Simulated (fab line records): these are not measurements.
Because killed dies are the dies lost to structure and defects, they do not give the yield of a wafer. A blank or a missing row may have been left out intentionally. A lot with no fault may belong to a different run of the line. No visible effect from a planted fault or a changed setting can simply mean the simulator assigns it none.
8D (eight disciplines) problem report, filled in by code :: flow sky130 :: the parts of the form that need people (team, actions taken, sign-off) are left out

1. PROBLEM STATEMENT
Mean of runLengthS at SKY_FIELD_ISO_ETCH_15: 89.9 s across 3 wafers in 2 lots; on wafers with no fault it is 100.3 s (standard deviation 0.46). Measured from the usual mean, that is -23 standard deviations.
The step: etches the open film in CHF3/O2, stops on Si, target depth 180 nm, time 72 s.
Seen first at day 4 08:59 on rieDiel-02, wafer L516.4. The record has a number at this step for 18 wafers belonging to 6 lots. Rule for "out", or "out of limits": more than 4 standard deviations from the usual mean. The other wafers with a number count as sound.

2. WHAT IT IS; WHAT IT IS NOT
question: which readings at this step
is: runLengthS, oesProductAu
is not: drypumpMotorCurrentA

question: which lots
is: L516, L517
is not: L507, L524, L526, L528

question: which wafers of those lots
is: L516.4, L517.1, L517.6
is not: L516.1, L516.3, L517.2

question: read on which tools
is: rieDiel-02
is not: rieDiel-01, rieDiel-04

question: when
is: from day 4 08:59
is not: up to then (5 sound wafers); but 10 sound wafers of L517, L524, L526, L528 came after

3. THE SUSPECTS, EACH WITH WHAT RULES IT OUT
Counting: if a tool at a process step up to the reading ran every lot that is out, it stays a suspect. Sound lots after the first of them don't rule it out here, since some wafers of a struck lot are sound.
- rieDiel-02 at SKY_FIELD_ISO_ETCH_14 (etches BARC in N2/H2, stops on SiO2, time 45.9 s, target depth 60 nm): kept. It ran every lot that is out, first L516 (day 4 08:56); its last sound lot up to then is L507 (day 2 08:48).
- rieDiel-02 at SKY_FIELD_ISO_ETCH_15 (etches the open film in CHF3/O2, stops on Si, target depth 180 nm, time 72 s): kept. It ran every lot that is out, first L516 (day 4 08:59); its last sound lot up to then is L507 (day 2 08:50). Its own oesProductAu, runLengthS readings are out on those wafers.
- rieDiel-02, SKY_FIELD_ISO_ETCH_14: wafers that are out in chamber 0, sound lot-mates in chambers 1, 2.
- rieDiel-02, SKY_FIELD_ISO_ETCH_15: wafers that are out in chamber 0, sound lot-mates in chambers 1, 2.
The count leaves rieDiel-02 at SKY_FIELD_ISO_ETCH_15 and rieDiel-02 at SKY_FIELD_ISO_ETCH_14.

4. THE CAUSE (what the simulator had put in)
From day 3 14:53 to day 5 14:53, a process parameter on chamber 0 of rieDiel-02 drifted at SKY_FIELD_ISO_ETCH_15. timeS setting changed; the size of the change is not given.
This tool is one of the 2 suspects left after counting.

5. THE EFFECT CHAIN, in route order
One row per reading whose mean, taken over the struck wafers that have a number, lies over 3 standard deviations from the usual. Only readings for which the record gives a usual standard deviation are gone through. hours: the time from each lot's start at the first step in this table that gives one to its start at this step, as a median over the lots. sigmas: the change in usual standard deviations.
hours: 0
step: SKY_FIELD_ISO_ETCH_15
reading: oesProductAu
usual: 0.949 a.u.
on struck wafers: 0.991
change: +0.042
sigmas: +6.8

hours: 0
step: SKY_FIELD_ISO_ETCH_15
reading: runLengthS
usual: 100.3 s
on struck wafers: 89.9
change: -10.4
sigmas: -23

hours: 0
step: SKY_FIELD_ISO_STRIP_16
reading: stripTimeToEndpointS
usual: 3.55 s
on struck wafers: 3.82
change: +0.27
sigmas: +7.6

hours: 1057
step: SKY_PAD_OPEN_PROBE_99
reading: killedAtFrontEnd
usual: 15
on struck wafers: 404
change: +389
sigmas: +78

hours: 1057
step: SKY_PAD_OPEN_PROBE_99
reading: killedDies
usual: 87
on struck wafers: 467
change: +380
sigmas: +44

hours: 1057
step: SKY_PAD_OPEN_PROBE_99
reading: killedOnRim
usual: 17
on struck wafers: 80
change: +63
sigmas: +16
Here are the process steps it includes:
- SKY_FIELD_ISO_ETCH_15: etches the open film in CHF3/O2, stops on Si, target depth 180 nm, time 72 s.
- SKY_FIELD_ISO_STRIP_16: strips in O2/N2.
- SKY_PAD_OPEN_PROBE_99

6. WHAT WOULD HAVE CAUGHT IT SOONER
18 hours passed between the start of the fault at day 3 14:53 and the first reading out of limits in this record, taken at day 4 08:59.
